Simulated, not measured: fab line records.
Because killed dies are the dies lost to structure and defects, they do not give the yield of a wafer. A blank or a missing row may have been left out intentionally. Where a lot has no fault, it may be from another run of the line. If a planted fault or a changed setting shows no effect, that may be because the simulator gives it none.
Chamber matching	flow sky130	4 sister chambers for SKY_VIA2_CMP_24 on cmp-02
The step polishes, stops on SiO2, t overpolish 20 s, target thk 0 nm. 8 wafers are shown with their chamber, then 9 later ones without.

WAFERS PAIRED WITH THEIR CHAMBERS
wafer	chamber	motorCurrentA (A)	overpolishRunS (s)
L767.1	0	10.0	19.999
L767.5	3	12.5	20.010
L769.2	0	10.4	19.997
L770.1	1	11.8	20.005
L770.2	3	11.7	20.005
L781.4	2	13.8	19.982
L781.5	1	11.3	20.001
L781.6	2	13.8	20.000

WAFERS WITHOUT THEIR CHAMBER
wafer	motorCurrentA (A)	overpolishRunS (s)
L783.4	10.7	19.994
L783.5	12.9	19.996
L783.6	12.3	20.001
L780.2	12.8	20.010
L780.4	12.3	19.995
L780.5	11.9	20.018
L785.1	10.7	20.009
L785.3	11.7	19.986
L785.6	11.8	20.019

WHICH CHAMBER EACH ONE RAN IN
wafer	from the rows above	in truth
L783.4	can't be placed: 0 or 1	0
L783.5	can't be placed: 2 or 3 or 1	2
L783.6	can't be placed: 3 or 1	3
L780.2	can't be placed: 3 or 1 or 2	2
L780.4	can't be placed: 3 or 1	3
L780.5	can't be placed: 3 or 1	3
L785.1	can't be placed: 0 or 1 or 3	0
L785.3	can't be placed: 1 or 3 or 0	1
L785.6	can't be placed: 3 or 1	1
0 of 9 placed correctly. From these rows, 9 cannot be placed; in 9 the true chamber is one of the candidates. 0 placed wrongly.
How it was worked out, from the rows above alone: a wafer's distance from a chamber is the root of the sum, over the readings, of the square of ((its reading less the chamber's mean) divided by the reading's scatter). The wafer belongs to the nearest chamber; if the next one is less than 2 further off, it can't be placed. The mean given for a chamber averages the wafers shown for that chamber. The scatter is the square root of a quotient: the sum, over the shown wafers, of each reading's squared deviation from its chamber's mean, divided by wafers minus chambers.
